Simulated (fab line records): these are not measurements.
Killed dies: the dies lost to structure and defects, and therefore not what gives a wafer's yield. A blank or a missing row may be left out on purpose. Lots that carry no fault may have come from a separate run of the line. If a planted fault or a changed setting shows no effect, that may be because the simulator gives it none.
fab line records    flow sky130
record: lots: 24  wafers: 72  last_day: 51
route steps=708 shown VT_ADJUST_LVTN@118 SONOS_ONO@181 POLY_GATE@229 CONTACT@432 METAL4@599 PASSIVATION@692
lots untouched by any fault: they come from a run of this same line in which no faults occurred
start_h: the number of hours between the record's first day and the start of the first shown wafer of the lot    wait_h: hours from the lot's prior step to this one    " same as the row above    L1.1+2: several wafers, shown together as one row    - either no value or no given start    * or withheld: withheld    < > ~ a bound
route shown NAME@n: a module of which the file shows steps, and the number in the route of the first    usual: mean and standard deviation over wafers with no fault    same: alike in all rows    chamber/n: place in a boat    sites: readings site by site    _std_site: the standard deviation of these    _edge_site: mean of outer sites minus mean of inner sites    radius_mm: for every site, how far away it sits from the centre of the wafer    mask NAME#n: copy n    behind: the most recent tool/chamber to have shaped the wafer    hold: why the lot was held/for how many hours/how that ended    device: whichever transistor did not switch (one of n, p or np)    end of line: at the end of the route, the tests of the same wafers    a step given without rows: its recipe and nothing more    killed: not the wafer's yield, but the dies lost to structure and defects at the first sort    map: the dies of a wafer, with x for killed, . for not killed, _ for no die there
set.NAME: the setting as run; set.NAME@STEP: as run at that earlier step    model.NAME: the simulator's own value behind a step, which no gauge read
steps of the route over a sample of lots; a table a step, a row a wafer
services: the hour from which a tool's chamber was out of use, counted from the record's first day as start_h (under 0 if before that day), plus the number of hours and why
== steps ==
step: SKY_VT_ADJUST_LVTN_TW_MEAS_21
usual: VT_ADJUST_LVTN_2_TW: 188.6/1.4
lot.wafer  tool           chamber  start_h  wait_h  VT_ADJUST_LVTN_2_TW
L074.1     film_metro-02  -        159.45   0.1     184.2
L074.3     "              -        "        "       185.1
L074.6     "              -        "        "       185.9
L075.2     film_metro-01  -        165.11   0.1     186.4
L075.3     "              -        "        "       186.3
L075.4     "              -        "        "       187.4
L076.1     film_metro-03  -        172.20   0.1     189.0
L076.3     "              -        "        "       189.7
L076.5     "              -        "        "       189.3
L077.1     film_metro-01  -        175.61   0.1     188.4
L077.2     "              -        "        "       188.5
L077.3     "              -        "        "       189.0
L078.2     film_metro-01  -        184.81   0.1     190.0
L078.5     "              -        "        "       189.0
L078.6     "              -        "        "       188.9
L079.2     film_metro-03  -        188.06   0.1     190.3
L079.5     "              -        "        "       189.5
L079.6     "              -        "        "       189.7
L080.2     film_metro-02  -        202.61   0.1     187.9
L080.4     "              -        "        "       187.1
L080.6     "              -        "        "       187.9
L081.4     film_metro-03  -        213.98   0.1     188.7
L081.5     "              -        "        "       189.5
L081.6     "              -        "        "       189.2
L082.2     film_metro-01  -        218.62   0.1     188.2
L082.4     "              -        "        "       188.4
L082.6     "              -        "        "       187.7
L083.1     film_metro-02  -        221.40   0.1     188.6
L083.3     "              -        "        "       187.8
L083.5     "              -        "        "       188.4
L084.1     film_metro-02  -        231.26   0.1     188.6
L084.5     "              -        "        "       187.5
L084.6     "              -        "        "       187.1
L085.1     film_metro-02  -        232.85   0.1     187.5
L085.5     "              -        "        "       188.0
L085.6     "              -        "        "       188.5
L086.1     film_metro-02  -        245.70   0.1     186.8
L086.4     "              -        "        "       188.0
L086.5     "              -        "        "       189.0
L087.1     film_metro-03  -        246.00   0.1     191.4
L087.2     "              -        "        "       189.8
L087.6     "              -        "        "       190.8
L088.2     film_metro-02  -        253.41   0.1     187.6
L088.3     "              -        "        "       188.1
L088.5     "              -        "        "       187.3
L089.2     film_metro-01  -        264.41   0.1     188.9
L089.3     "              -        "        "       189.7
L089.5     "              -        "        "       190.0
L090.1     film_metro-02  -        264.70   0.1     187.6
L090.2     "              -        "        "       186.9
L090.6     "              -        "        "       187.0
L091.1     film_metro-02  -        272.65   0.1     187.8
L091.4     "              -        "        "       187.2
L091.5     "              -        "        "       187.3
L092.3     film_metro-03  -        279.38   0.1     189.7
L092.4     "              -        "        "       189.4
L092.6     "              -        "        "       189.5
L093.2     film_metro-02  -        293.86   0.1     187.1
L093.4     "              -        "        "       188.4
L093.6     "              -        "        "       188.3
L094.1     film_metro-02  -        312.40   0.1     187.9
L094.2     "              -        "        "       187.7
L094.6     "              -        "        "       187.6
L096.1     film_metro-01  -        318.31   0.1     189.5
L096.3     "              -        "        "       189.9
L096.6     "              -        "        "       189.6
L095.1     film_metro-03  -        318.61   0.1     190.7
L095.4     "              -        "        "       191.0
L095.5     "              -        "        "       191.6
L097.4     film_metro-01  -        328.58   0.1     189.1
L097.5     "              -        "        "       190.3
L097.6     "              -        "        "       189.7
step: SKY_SONOS_ONO_CD_MEAS_13
recipe: target_cd_nm: 410
usual: cd_nm: 410.4/2.5
lot.wafer  tool       chamber  start_h  wait_h  cd_nm
L074.1     cd_sem-01  -        274.73   0.2     408.4
L074.3     "          -        "        "       407.3
L074.6     "          -        "        "       408.6
L075.2     cd_sem-02  -        281.94   0.1     410.6
L075.3     "          -        "        "       409.5
L075.4     "          -        "        "       411.1
L076.1     cd_sem-01  -        292.72   0.1     413.3
L076.3     "          -        "        "       413.3
L076.5     "          -        "        "       412.6
L077.1     cd_sem-02  -        298.47   0.1     407.8
L077.2     "          -        "        "       408.9
L077.3     "          -        "        "       409.4
L078.2     cd_sem-01  -        307.54   0.1     405.8
L078.5     "          -        "        "       407.2
L078.6     "          -        "        "       407.8
L079.2     cd_sem-01  -        312.78   0.1     408.9
L079.5     "          -        "        "       410.2
L079.6     "          -        "        "       407.3
L080.2     cd_sem-02  -        329.49   0.1     407.9
L080.4     "          -        "        "       407.4
L080.6     "          -        "        "       409.0
L081.4     cd_sem-01  -        344.07   0.1     409.5
L081.5     "          -        "        "       408.3
L081.6     "          -        "        "       410.1
L082.2     cd_sem-01  -        349.54   0.1     411.2
L082.4     "          -        "        "       412.8
L082.6     "          -        "        "       408.9
L083.1     cd_sem-01  -        354.37   0.1     415.5
L083.3     "          -        "        "       416.5
L083.5     "          -        "        "       415.1
L084.1     cd_sem-01  -        365.67   0.1     410.8
L084.5     "          -        "        "       410.7
L084.6     "          -        "        "       410.7
L085.1     cd_sem-01  -        370.41   0.1     413.3
L085.5     "          -        "        "       411.3
L085.6     "          -        "        "       411.2
L086.1     cd_sem-02  -        381.66   0.1     408.8
L086.4     "          -        "        "       408.3
L086.5     "          -        "        "       408.8
L087.1     cd_sem-02  -        383.46   0.1     409.7
L087.2     "          -        "        "       410.0
L087.6     "          -        "        "       413.5
L088.2     cd_sem-02  -        392.08   0.1     410.5
L088.3     "          -        "        "       409.5
L088.5     "          -        "        "       409.9
L090.1     cd_sem-01  -        405.77   0.1     407.7
L090.2     "          -        "        "       407.7
L090.6     "          -        "        "       408.8
L089.2     cd_sem-01  -        406.09   0.1     411.3
L089.3     "          -        "        "       410.0
L089.5     "          -        "        "       414.0
L091.1     cd_sem-01  -        415.92   0.1     415.5
L091.4     "          -        "        "       414.8
L091.5     "          -        "        "       414.2
L092.3     cd_sem-02  -        424.91   0.1     410.8
L092.4     "          -        "        "       409.7
L092.6     "          -        "        "       412.4
L093.2     cd_sem-01  -        443.18   0.1     409.8
L093.4     "          -        "        "       405.5
L093.6     "          -        "        "       408.0
L094.1     cd_sem-02  -        462.67   0.1     411.3
L094.2     "          -        "        "       411.3
L094.6     "          -        "        "       411.3
L095.1     cd_sem-01  -        473.16   0.1     411.2
L095.4     "          -        "        "       410.4
L095.5     "          -        "        "       408.8
L096.1     cd_sem-02  -        473.25   0.2     415.1
L096.3     "          -        "        "       412.5
L096.6     "          -        "        "       414.1
L097.4     cd_sem-02  -        482.07   0.1     408.7
L097.5     "          -        "        "       411.7
L097.6     "          -        "        "       409.0
step: SKY_POLY_GATE_ETCH_15
recipe: chemistry: N2/H2  target: BARC  ion_energy_ev: 200  source_w: 500  bias_w: 100  pressure_mtorr: 30  n2_flow_sccm: 100  h2_flow_sccm: 200  stop_on: SiO2  time_s: 118.5  target_depth_a: 1100
usual: drypump_motor_current_A: 5.6/0.49  n2_flow_sccm: 99.98/0.29  oes_product_au: 0.716/0.0047  throttle_valve_pct: 13.213/0.0092
lot.wafer  tool         chamber  start_h  wait_h  drypump_motor_current_A  n2_flow_sccm  oes_product_au  rf_hours_counter_h  throttle_valve_pct
L074.1     rie_diel-01  1        364.36   0.0     4.6                      100.16        0.728           60                  13.221
L074.3     "            3        "        "       5.4                      99.68         0.721           0                   13.222
L074.6     "            1        "        "       4.7                      99.69         0.714           -                   13.223
L075.2     rie_diel-01  1        374.23   0.0     4.7                      100.20        0.720           61                  13.201
L075.3     "            3        "        "       5.4                      100.11        0.722           1                   13.211
L075.4     "            0        "        "       5.6                      99.87         0.716           5                   13.221
L076.1     rie_diel-01  2        385.93   0.0     5.9                      99.98         0.723           6                   13.219
L076.3     "            1        "        "       4.7                      100.09        0.712           61                  13.207
L076.5     "            3        "        "       5.4                      100.12        0.721           -                   13.210
L077.1     rie_diel-01  3        390.21   0.0     5.4                      99.95         0.716           1                   13.232
L077.2     "            1        "        "       4.6                      99.72         0.718           61                  13.209
L077.3     "            2        "        "       5.9                      100.36        0.714           6                   13.200
L078.2     rie_diel-03  1        401.12   0.0     5.2                      100.31        0.720           46                  13.227
L078.5     "            0        "        "       6.7                      100.35        0.725           -                   13.200
L078.6     "            3        "        "       6.2                      100.04        0.707           -                   13.214
L079.2     rie_diel-02  2        406.58   0.0     5.6                      99.82         0.709           14                  13.218
L079.5     "            2        "        "       5.6                      100.00        0.713           -                   13.221
L079.6     "            3        "        "       6.3                      100.22        0.713           -                   13.207
L080.2     rie_diel-02  2        425.51   0.0     5.7                      100.09        0.717           14                  13.226
L080.4     "            1        "        "       5.6                      99.72         0.719           9                   13.196
L080.6     "            0        "        "       6.2                      100.20        0.720           -                   13.222
L081.4     rie_diel-01  0        441.68   0.0     5.6                      99.90         0.713           7                   13.218
L081.5     "            2        "        "       5.8                      99.91         0.711           -                   13.212
L081.6     "            1        "        "       4.6                      99.91         0.726           -                   13.215
L082.2     rie_diel-01  1        446.72   0.0     4.6                      99.85         0.718           63                  13.229
L082.4     "            3        "        "       5.4                      100.26        0.705           2                   13.237
L082.6     "            1        "        "       4.7                      99.98         0.718           -                   13.221
L083.1     rie_diel-02  0        452.92   0.0     6.2                      99.63         0.720           1                   13.215
L083.3     "            3        "        "       6.3                      100.00        0.716           91                  13.223
L083.5     "            1        "        "       5.6                      99.60         0.720           -                   13.222
L084.1     rie_diel-01  3        465.51   0.0     5.4                      99.97         0.717           3                   13.199
L084.5     "            1        "        "       4.7                      99.81         0.708           -                   13.191
L084.6     "            2        "        "       5.9                      100.37        0.723           -                   13.217
L085.1     rie_diel-01  0        471.22   0.0     5.6                      100.15        0.712           7                   13.210
L085.5     "            0        "        "       5.6                      100.00        0.721           -                   13.214
L085.6     "            3        "        "       5.4                      100.26        0.710           -                   13.216
L086.1     rie_diel-02  3        482.81   0.0     6.3                      100.48        0.711           91                  13.201
L086.4     "            2        "        "       5.6                      99.46         0.716           15                  13.211
L086.5     "            2        "        "       5.6                      99.63         0.717           -                   13.216
L087.1     rie_diel-01  3        484.92   0.0     5.3                      99.81         0.718           3                   13.208
L087.2     "            1        "        "       4.7                      99.91         0.715           64                  13.221
L087.6     "            3        "        "       5.4                      99.31         0.709           -                   13.220
L088.2     rie_diel-02  1        497.57   0.0     5.6                      99.42         0.719           10                  13.212
L088.3     "            2        "        "       5.7                      99.73         0.714           16                  13.213
L088.5     "            2        "        "       5.7                      99.54         0.720           -                   13.209
L090.1     rie_diel-01  2        508.91   0.0     5.8                      99.72         0.728           9                   13.223
L090.2     "            1        "        "       4.6                      99.79         0.717           64                  13.210
L090.6     "            1        "        "       4.6                      99.87         0.717           -                   13.217
L089.2     rie_diel-01  1        512.52   0.0     4.7                      99.93         0.718           64                  13.194
L089.3     "            3        "        "       5.4                      100.04        0.708           4                   13.210
L089.5     "            2        "        "       5.8                      100.47        0.714           -                   13.212
L091.1     rie_diel-02  1        519.72   0.0     5.6                      99.75         0.722           11                  13.222
L091.4     "            0        "        "       6.2                      100.19        0.716           -                   13.212
L091.5     "            2        "        "       5.7                      99.73         0.712           -                   13.210
L092.3     rie_diel-01  0        526.46   0.0     5.6                      99.65         0.727           9                   13.202
L092.4     "            3        "        "       5.4                      99.68         0.714           4                   13.214
L092.6     "            3        "        "       5.4                      100.03        0.718           -                   13.204
L093.2     rie_diel-02  1        543.92   0.0     5.6                      100.01        0.716           11                  13.210
L093.4     "            2        "        "       5.7                      100.15        0.717           17                  13.214
L093.6     "            2        "        "       5.7                      99.73         0.712           -                   13.219
L094.1     rie_diel-01  0        561.97   0.0     5.6                      100.16        0.719           9                   13.193
L094.2     "            2        "        "       5.8                      99.56         0.713           10                  13.206
L094.6     "            2        "        "       5.9                      100.32        0.710           -                   13.212
L095.1     rie_diel-01  1        572.97   0.0     4.7                      100.19        0.714           65                  13.226
L095.4     "            0        "        "       5.6                      99.97         0.720           9                   13.210
L095.5     "            3        "        "       5.4                      99.81         0.720           -                   13.227
L096.1     rie_diel-02  2        574.51   0.0     5.7                      99.59         0.719           17                  13.212
L096.3     "            3        "        "       6.3                      99.98         0.712           1                   13.219
L096.6     "            2        "        "       5.7                      99.73         0.711           -                   13.223
L097.4     rie_diel-02  1        582.92   0.0     5.6                      99.93         0.717           12                  13.221
L097.5     "            3        "        "       6.3                      99.48         0.709           -                   13.208
L097.6     "            2        "        "       5.7                      100.00        0.710           -                   13.207
step: SKY_CONTACT_THK_MEAS_26
recipe: thk_meas_gauge: xrf  reads: W_of_CONTACT_CVD_24
usual: CONTACT_W_THK: 343/6.1
lot.wafer  tool           chamber  start_h  wait_h  CONTACT_W_THK[nm]
L074.1     film_metro-02  -        738.97   0.1     348
L074.3     "              -        "        "       353
L074.6     "              -        "        "       343
L075.2     film_metro-01  -        744.42   0.1     339
L075.3     "              -        "        "       336
L075.4     "              -        "        "       343
L076.1     film_metro-01  -        756.07   0.1     341
L076.3     "              -        "        "       333
L076.5     "              -        "        "       335
L077.1     film_metro-01  -        764.98   0.1     340
L077.2     "              -        "        "       335
L077.3     "              -        "        "       343
L078.2     film_metro-01  -        769.49   0.1     340
L078.5     "              -        "        "       338
L078.6     "              -        "        "       342
L079.2     film_metro-04  -        778.48   0.1     337
L079.5     "              -        "        "       340
L079.6     "              -        "        "       339
L080.2     film_metro-04  -        792.13   0.1     338
L080.4     "              -        "        "       337
L080.6     "              -        "        "       341
L081.4     film_metro-04  -        805.31   0.1     339
L081.5     "              -        "        "       339
L081.6     "              -        "        "       345
L082.2     film_metro-01  -        809.13   0.1     348
L082.4     "              -        "        "       345
L082.6     "              -        "        "       344
L083.1     film_metro-04  -        815.33   0.1     349
L083.3     "              -        "        "       343
L083.5     "              -        "        "       348
L084.1     film_metro-02  -        826.12   0.1     356
L084.5     "              -        "        "       345
L084.6     "              -        "        "       354
L085.1     film_metro-02  -        830.82   0.1     346
L085.5     "              -        "        "       356
L085.6     "              -        "        "       345
L086.1     film_metro-01  -        840.93   0.1     330
L086.4     "              -        "        "       341
L086.5     "              -        "        "       339
L087.1     film_metro-02  -        843.53   0.1     351
L087.2     "              -        "        "       349
L087.6     "              -        "        "       353
L088.2     film_metro-01  -        853.79   0.1     341
L088.3     "              -        "        "       342
L088.5     "              -        "        "       346
L089.2     film_metro-01  -        866.57   0.1     338
L089.3     "              -        "        "       343
L089.5     "              -        "        "       343
L090.1     film_metro-01  -        867.12   0.1     337
L090.2     "              -        "        "       343
L090.6     "              -        "        "       346
L091.1     film_metro-01  -        874.52   0.1     339
L091.4     "              -        "        "       347
L091.5     "              -        "        "       340
L092.3     film_metro-02  -        879.47   0.1     349
L092.4     "              -        "        "       351
L092.6     "              -        "        "       361
L093.2     film_metro-02  -        892.65   0.1     341
L093.4     "              -        "        "       347
L093.6     "              -        "        "       338
L094.1     film_metro-02  -        908.38   0.1     345
L094.2     "              -        "        "       352
L094.6     "              -        "        "       355
L095.1     film_metro-04  -        916.12   0.1     346
L095.4     "              -        "        "       339
L095.5     "              -        "        "       344
L096.1     film_metro-01  -        918.49   0.1     355
L096.3     "              -        "        "       354
L096.6     "              -        "        "       350
L097.4     film_metro-04  -        927.16   0.1     336
L097.5     "              -        "        "       339
L097.6     "              -        "        "       339
step: SKY_METAL4_SPUTTER_01
recipe: material: TiN  target_thk_nm: 20  power_w: 6500  time_s: 16.7  chamber_pressure_pa: 0.4
usual: throttle_valve_pct: 30.1/0.82
lot.wafer  tool            chamber  start_h  wait_h  throttle_valve_pct
L074.1     pvd_sputter-03  -        937.93   0.0     30.2
L074.3     "               -        "        "       30.3
L074.6     "               -        "        "       30.5
L075.2     pvd_sputter-01  -        941.50   0.0     31.0
L075.3     "               -        "        "       29.6
L075.4     "               -        "        "       30.4
L076.1     pvd_sputter-01  -        952.83   0.0     30.0
L076.3     "               -        "        "       29.5
L076.5     "               -        "        "       30.9
L077.1     pvd_sputter-03  -        959.96   0.0     30.7
L077.2     "               -        "        "       30.2
L077.3     "               -        "        "       30.0
L078.2     pvd_sputter-02  -        965.16   0.0     28.7
L078.5     "               -        "        "       27.2
L078.6     "               -        "        "       28.2
L079.2     pvd_sputter-03  -        970.54   0.0     30.3
L079.5     "               -        "        "       30.3
L079.6     "               -        "        "       30.6
L080.2     pvd_sputter-03  -        984.90   0.0     30.0
L080.4     "               -        "        "       30.1
L080.6     "               -        "        "       30.2
L081.4     pvd_sputter-03  -        997.56   0.0     30.6
L081.5     "               -        "        "       30.0
L081.6     "               -        "        "       30.2
L082.2     pvd_sputter-02  -        998.97   0.0     28.0
L082.4     "               -        "        "       26.9
L082.6     "               -        "        "       30.0
L083.1     pvd_sputter-01  -        1006.15  0.0     30.2
L083.3     "               -        "        "       30.9
L083.5     "               -        "        "       29.7
L084.1     pvd_sputter-03  -        1017.05  0.0     30.1
L084.5     "               -        "        "       30.3
L084.6     "               -        "        "       30.8
L085.1     pvd_sputter-03  -        1018.08  0.0     30.8
L085.5     "               -        "        "       30.8
L085.6     "               -        "        "       30.4
L086.1     pvd_sputter-01  -        1027.80  0.0     30.0
L086.4     "               -        "        "       31.0
L086.5     "               -        "        "       29.6
L087.1     pvd_sputter-02  -        1028.35  0.0     28.3
L087.2     "               -        "        "       29.9
L087.6     "               -        "        "       28.4
L088.2     pvd_sputter-01  -        1039.42  0.0     29.5
L088.3     "               -        "        "       30.5
L088.5     "               -        "        "       30.0
L089.2     pvd_sputter-01  -        1047.71  0.0     30.8
L089.3     "               -        "        "       29.5
L089.5     "               -        "        "       30.4
L090.1     pvd_sputter-03  -        1049.91  0.0     30.7
L090.2     "               -        "        "       30.5
L090.6     "               -        "        "       30.3
L091.1     pvd_sputter-03  -        1056.51  0.0     30.6
L091.4     "               -        "        "       30.1
L091.5     "               -        "        "       30.4
L092.3     pvd_sputter-03  -        1066.70  0.0     29.8
L092.4     "               -        "        "       30.5
L092.6     "               -        "        "       30.1
L093.2     pvd_sputter-01  -        1071.87  0.0     29.5
L093.4     "               -        "        "       30.4
L093.6     "               -        "        "       30.2
L094.1     pvd_sputter-03  -        1093.01  0.0     29.8
L094.2     "               -        "        "       30.2
L094.6     "               -        "        "       30.4
L095.1     pvd_sputter-02  -        1093.84  0.0     28.3
L095.4     "               -        "        "       30.1
L095.5     "               -        "        "       30.0
L096.1     pvd_sputter-03  -        1094.44  0.0     30.4
L096.3     "               -        "        "       30.3
L096.6     "               -        "        "       30.0
L097.4     pvd_sputter-01  -        1098.94  0.0     30.6
L097.5     "               -        "        "       30.7
L097.6     "               -        "        "       29.3
step: SKY_PASSIVATION_ETCH_11
recipe: chemistry: CF4/O2  target_depth_nm: 725  stop_on: AlCu  source_w: 800  bias_w: 150  pressure_mtorr: 150  cf4_flow_sccm: 80  O2_flow_sccm: 10  time_s: 161.1
usual: drypump_motor_current_A: 5.6/0.53  oes_product_au: 0.980/0.007  throttle_valve_pct: 5.964/0.0094
lot.wafer  tool         chamber  start_h  wait_h  drypump_motor_current_A  oes_product_au  rf_hours_counter_h  throttle_valve_pct
L074.1     rie_diel-03  3        1061.81  -       6.2                      0.980           3                   5.971
L074.3     "            0        "        "       6.7                      0.977           5                   5.963
L074.6     "            1        "        "       5.2                      0.992           -                   5.969
L075.2     rie_diel-04  1        1063.37  -       4.9                      0.981           13                  5.970
L075.3     "            0        "        "       5.7                      0.964           8                   5.960
L075.4     "            3        "        "       5.3                      0.982           11                  5.963
L076.1     rie_diel-03  1        1071.67  -       5.1                      0.975           11                  5.963
L076.3     "            2        "        "       5.6                      0.972           25                  5.963
L076.5     "            2        "        "       5.5                      0.980           -                   5.971
L077.1     rie_diel-03  3        1079.62  -       6.2                      0.975           4                   5.965
L077.2     "            0        "        "       6.7                      0.974           6                   5.961
L077.3     "            2        "        "       5.6                      0.974           25                  5.946
L078.2     rie_diel-01  3        1084.16  -       5.3                      0.974           21                  5.947
L078.5     "            1        "        "       4.7                      0.974           -                   5.961
L078.6     "            2        "        "       5.8                      0.994           -                   5.979
L079.2     rie_diel-01  0        1087.06  -       5.6                      0.970           26                  5.958
L079.5     "            0        "        "       5.6                      0.986           -                   5.947
L079.6     "            1        "        "       4.7                      0.979           -                   5.963
L080.2     rie_diel-03  2        1099.21  -       5.6                      0.977           26                  5.954
L080.4     "            0        "        "       6.6                      0.976           7                   5.968
L080.6     "            0        "        "       6.7                      0.980           -                   5.961
L081.4     rie_diel-03  3        1111.32  -       6.2                      0.985           5                   5.970
L081.5     "            0        "        "       6.7                      0.988           -                   5.963
L081.6     "            1        "        "       5.2                      0.992           -                   5.969
L082.2     rie_diel-01  0        1113.47  -       5.6                      0.976           27                  5.985
L082.4     "            2        "        "       5.8                      0.992           27                  5.976
L082.6     "            1        "        "       4.7                      0.987           -                   5.958
L083.1     rie_diel-01  1        1117.61  -       4.7                      0.981           15                  5.950
L083.3     "            2        "        "       5.8                      0.981           27                  5.973
L083.5     "            3        "        "       5.4                      0.972           -                   5.968
L084.1     rie_diel-04  2        1138.06  -       5.4                      0.976           24                  5.959
L084.5     "            0        "        "       5.8                      0.979           -                   5.955
L084.6     "            2        "        "       5.4                      0.979           -                   5.962
L085.1     rie_diel-01  1        1138.41  -       4.7                      0.987           16                  5.960
L085.5     "            3        "        "       5.4                      0.976           -                   5.948
L085.6     "            2        "        "       5.8                      0.987           -                   5.965
L086.1     rie_diel-03  1        1138.76  -       5.2                      0.977           13                  5.964
L086.4     "            3        "        "       6.2                      0.988           6                   5.980
L086.5     "            1        "        "       5.2                      0.985           -                   5.968
L087.1     rie_diel-01  3        1139.21  -       5.3                      0.970           23                  5.970
L087.2     "            0        "        "       5.6                      0.977           28                  5.962
L087.6     "            0        "        "       5.6                      0.985           -                   5.955
L088.2     rie_diel-04  3        1144.96  -       5.3                      0.970           14                  5.960
L088.3     "            2        "        "       5.4                      0.972           25                  5.963
L088.5     "            2        "        "       5.4                      0.973           -                   5.974
L089.2     rie_diel-04  0        1156.06  -       5.7                      0.973           11                  5.968
L089.3     "            3        "        "       5.3                      0.964           14                  5.964
L089.5     "            3        "        "       5.3                      0.989           -                   5.963
L090.1     rie_diel-03  3        1157.41  -       6.2                      0.977           7                   5.973
L090.2     "            1        "        "       5.1                      0.973           14                  5.974
L090.6     "            3        "        "       6.2                      0.995           -                   5.968
L091.1     rie_diel-03  1        1160.07  -       5.2                      0.987           15                  5.965
L091.4     "            1        "        "       5.1                      0.983           -                   5.970
L091.5     "            3        "        "       6.2                      0.987           -                   5.989
L092.3     rie_diel-04  3        1169.11  -       5.3                      0.981           15                  5.962
L092.4     "            0        "        "       5.7                      0.988           12                  5.966
L092.6     "            2        "        "       5.3                      0.984           -                   5.975
L093.2     rie_diel-04  0        1175.27  -       5.7                      0.976           12                  5.965
L093.4     "            1        "        "       4.9                      0.980           -                   5.959
L093.6     "            0        "        "       5.8                      0.980           -                   5.980
L094.1     rie_diel-01  2        1191.96  -       5.9                      0.994           30                  5.954
L094.2     "            1        "        "       4.6                      0.979           18                  5.957
L094.6     "            3        "        "       5.4                      0.977           -                   5.960
L095.1     rie_diel-04  1        1192.31  -       4.9                      0.984           17                  5.974
L095.4     "            3        "        "       5.3                      0.979           -                   5.974
L095.5     "            1        "        "       4.9                      0.983           -                   5.964
L096.1     rie_diel-03  1        1192.96  -       5.1                      0.984           16                  5.957
L096.3     "            0        "        "       6.6                      0.983           11                  5.966
L096.6     "            2        "        "       5.6                      0.964           -                   5.965
L097.4     rie_diel-04  3        1197.11  -       5.3                      0.970           16                  5.972
L097.5     "            3        "        "       5.3                      0.974           -                   5.968
L097.6     "            2        "        "       5.4                      0.980           -                   5.951
== services ==
tool            chamber  start_h  hours  kind
rie_diel-03     1        380.68   3.0    repair
rie_diel-03     -        424.92   14.6   pm
rie_diel-03     -        439.52   4.3    pm
rie_diel-03     3        445.31   1.5    repair
rie_diel-03     -        471.84   0.4    repair
pvd_sputter-03  -        494.86   2.7    repair
rie_diel-03     2        501.46   3.1    repair
rie_diel-01     3        550.73   14.6   repair
rie_diel-01     2        568.91   1.5    repair
pvd_sputter-03  -        639.07   2.1    repair
rie_diel-01     1        686.70   9.7    repair
rie_diel-01     -        730.91   0.5    repair
rie_diel-01     3        770.21   16.2   repair
rie_diel-01     2        780.17   17.8   repair
rie_diel-03     2        796.38   4.5    repair
rie_diel-03     -        835.09   0.1    repair
pvd_sputter-03  -        867.32   3.9    repair
rie_diel-01     3        896.30   2.6    repair
rie_diel-03     0        919.86   11.3   repair
pvd_sputter-03  -        965.07   5.4    repair
rie_diel-01     3        1025.70  4.2    repair
rie_diel-01     2        1066.52  3.4    repair
pvd_sputter-03  -        1130.40  0.9    repair
rie_diel-01     -        1188.71  2.8    pm
== key ==
fault none
